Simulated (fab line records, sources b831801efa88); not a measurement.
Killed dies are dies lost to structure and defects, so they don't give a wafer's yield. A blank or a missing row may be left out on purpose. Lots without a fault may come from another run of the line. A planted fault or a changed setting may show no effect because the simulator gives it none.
Which tool did it? | flow sky130 | 24 lots, 72 wafers sampled, at 4 steps of a route of 708

WHAT THE GAUGES READ, wafer by wafer
SKY_CAPM_OVL_MEAS_12.
lot  | measured     | on         | CAPM_OVL (nm)
L074 | day 39 02:52 | overlay-01 | 0.1 -0.5 0.7
L075 | day 39 11:38 | overlay-02 | -0.4 1.4 0.4
L076 | day 39 13:27 | overlay-02 | 1.5 0.7 2.1
L077 | day 40 14:08 | overlay-01 | -0.4 -0.1 0.0
L078 | day 40 17:25 | overlay-02 | 0.5 -2.1 0.3
L079 | day 40 20:07 | overlay-02 | 0.1 4.0 1.8
L080 | day 40 23:45 | overlay-01 | 1.0 0.7 -0.1
L081 | day 41 11:56 | overlay-02 | 1.4 -2.3 -3.5
L082 | day 41 19:28 | overlay-02 | 2.5 1.6 2.0
L083 | day 41 22:52 | overlay-02 | 0.1 0.6 0.7
L084 | day 42 07:56 | overlay-02 | -1.1 -0.7 -3.0
L085 | day 42 18:53 | overlay-01 | 0.0 -2.4 -1.2
L086 | day 43 01:37 | overlay-01 | -1.0 1.6 -1.3
L088 | day 43 06:01 | overlay-01 | 0.1 -2.3 -0.5
L087 | day 43 08:25 | overlay-02 | 1.9 1.2 1.7
L089 | day 43 11:29 | overlay-02 | -1.2 -2.1 0.1
L090 | day 43 21:49 | overlay-02 | 1.7 1.5 0.0
L091 | day 44 00:02 | overlay-02 | 1.6 1.1 -0.4
L092 | day 44 04:56 | overlay-02 | -2.9 -2.6 -1.9
L093 | day 44 10:34 | overlay-02 | -1.0 1.2 -0.9
L094 | day 44 15:46 | overlay-01 | 1.2 1.1 0.7
L095 | day 45 01:31 | overlay-02 | -1.1 -0.6 -0.7
L096 | day 45 06:44 | overlay-01 | 1.3 0.0 0.1
L097 | day 45 10:59 | overlay-02 | -1.4 -1.2 0.6

SKY_METAL3_CD_MEAS_13: target cd 300 nm.
lot  | measured     | on        | cd_nm (nm)
L074 | day 40 04:47 | cd_sem-01 | 302.7 303.8 303.8
L075 | day 40 13:50 | cd_sem-02 | 302.5 302.3 300.9
L076 | day 40 15:43 | cd_sem-02 | 300.0 299.3 299.6
L077 | day 41 16:41 | cd_sem-01 | 301.4 301.1 300.4
L078 | day 41 19:20 | cd_sem-01 | 300.7 300.5 300.0
L079 | day 41 21:56 | cd_sem-01 | 301.4 300.8 300.7
L080 | day 42 01:37 | cd_sem-02 | 300.9 300.9 300.9
L081 | day 42 13:50 | cd_sem-01 | 296.5 296.4 297.6
L082 | day 42 20:48 | cd_sem-02 | 300.8 299.8 300.0
L083 | day 43 00:44 | cd_sem-01 | 304.2 303.5 301.7
L084 | day 43 08:38 | cd_sem-02 | 299.5 299.9 300.2
L085 | day 43 20:14 | cd_sem-01 | 299.6 298.8 298.9
L086 | day 44 02:16 | cd_sem-02 | 300.6 300.4 301.2
L088 | day 44 06:08 | cd_sem-02 | 302.8 301.8 301.3
L087 | day 44 08:57 | cd_sem-02 | 300.3 299.2 299.9
L089 | day 44 11:06 | cd_sem-01 | 301.1 299.4 301.1
L090 | day 44 21:49 | cd_sem-02 | 299.0 299.9 300.2
L091 | day 44 23:41 | cd_sem-02 | 298.4 299.1 300.0
L092 | day 45 05:03 | cd_sem-01 | 299.9 299.7 301.9
L093 | day 45 09:19 | cd_sem-01 | 299.0 297.1 299.8
L094 | day 45 15:42 | cd_sem-02 | 301.5 300.2 299.0
L095 | day 46 01:22 | cd_sem-02 | 299.6 299.9 299.8
L096 | day 46 05:20 | cd_sem-02 | 297.7 297.8 298.1
L097 | day 46 10:24 | cd_sem-02 | 302.5 302.3 300.7

SKY_VIA3_BOW_MEAS_03.
lot  | measured     | on            | VIA3_BOW (um)
L074 | day 40 06:29 | film_metro-04 | 81 77 76
L075 | day 40 15:26 | film_metro-03 | 73 75 84
L076 | day 40 17:27 | film_metro-03 | 84 72 74
L077 | day 41 18:25 | film_metro-04 | 69 73 74
L078 | day 41 21:04 | film_metro-04 | 79 70 77
L079 | day 41 23:37 | film_metro-04 | 76 77 71
L080 | day 42 03:13 | film_metro-03 | 80 84 90
L081 | day 42 15:33 | film_metro-04 | 90 99 99
L082 | day 42 22:32 | film_metro-04 | 72 78 75
L083 | day 43 02:22 | film_metro-04 | 79 85 83
L084 | day 43 10:21 | film_metro-03 | 62 73 69
L085 | day 43 21:55 | film_metro-04 | 75 83 83
L086 | day 44 03:56 | film_metro-04 | 94 86 89
L088 | day 44 07:46 | film_metro-01 | 82 75 78
L087 | day 44 10:35 | film_metro-04 | 83 74 73
L089 | day 44 12:44 | film_metro-04 | 78 79 72
L090 | day 44 23:38 | film_metro-01 | 66 71 75
L091 | day 45 01:17 | film_metro-04 | 88 82 84
L092 | day 45 06:49 | film_metro-01 | 77 73 77
L093 | day 45 11:00 | film_metro-04 | 77 84 91
L094 | day 45 17:35 | film_metro-01 | 83 81 81
L095 | day 46 02:58 | film_metro-04 | 71 76 70
L096 | day 46 07:14 | film_metro-04 | 67 83 80
L097 | day 46 12:01 | film_metro-01 | 71 75 71

SKY_VIA3_CD_MEAS_12: target cd 200 nm.
lot  | measured     | on        | cd_nm (nm)
L074 | day 41 07:47 | cd_sem-02 | 200.4 200.3 199.4
L075 | day 41 17:00 | cd_sem-01 | 200.9 201.8 200.4
L076 | day 41 19:09 | cd_sem-01 | 197.7 198.1 197.4
L077 | day 42 19:14 | cd_sem-01 | 199.3 198.0 198.4
L078 | day 42 21:43 | cd_sem-01 | 199.8 199.7 197.6
L079 | day 43 00:50 | cd_sem-02 | 198.9 199.4 197.8
L080 | day 43 03:39 | cd_sem-01 | 201.4 202.3 201.2
L081 | day 43 15:46 | cd_sem-02 | 198.1 198.8 199.7
L082 | day 43 23:33 | cd_sem-01 | 198.7 198.9 197.8
L083 | day 44 02:37 | cd_sem-02 | 195.9 194.6 195.8
L084 | day 44 10:15 | cd_sem-01 | 200.4 200.3 201.4
L085 | day 44 21:19 | cd_sem-02 | 201.5 202.3 200.2
L086 | day 45 03:34 | cd_sem-01 | 197.2 198.4 197.7
L088 | day 45 07:02 | cd_sem-01 | 199.5 200.5 199.3
L087 | day 45 08:32 | cd_sem-01 | 200.9 201.0 200.6
L089 | day 45 11:51 | cd_sem-01 | 200.9 200.1 201.7
L090 | day 45 22:18 | cd_sem-01 | 197.8 199.5 199.9
L091 | day 45 23:46 | cd_sem-02 | 199.2 199.6 199.8
L092 | day 46 05:23 | cd_sem-01 | 199.9 201.7 201.0
L093 | day 46 09:13 | cd_sem-02 | 200.9 200.2 199.7
L094 | day 46 16:33 | cd_sem-01 | 199.3 199.0 200.4
L095 | day 47 00:57 | cd_sem-02 | 199.5 200.7 200.2
L096 | day 47 04:25 | cd_sem-02 | 201.2 200.2 200.2
L097 | day 47 09:12 | cd_sem-01 | 201.1 200.9 199.6

WHICH TOOL RAN EACH LOT (tool, then ch and the chambers of the sampled wafers, then the start)
The record holds no process step before these readings.

WHAT THE TOOLS THEMSELVES READ (means of the sampled wafers that have a number; where no wafer has one, the mark that the record gives instead)
The record holds no such reading with a usual standard deviation.

THE ANSWER, worked out from the rows above alone
Rule: what is usual is taken from the lots themselves. Put in order of their means at a reading, lots are off if they are a third of the lots or fewer, leave a main group of 4 or more, and stand apart from it by a gap of 3 or more times the standard deviation of the main group's means; of several such gaps the widest counts. A main group whose means are all the same, to the digits that the tables above print for the reading, isn't used. A lot without any number at a reading at which 4 lots or more have one is off too. The other lots that the step has rows for count as sound. The gauges are gone through in route order, then the tools' own readings, and for those a lot's mean is taken as printed above. The first step at which some lot is off is used, and at that step the reading that is off furthest; a lot without a number counts as furthest.
No lot is off at any reading shown: from this, nothing can be told.

WHAT THE SIMULATOR HAD PUT IN
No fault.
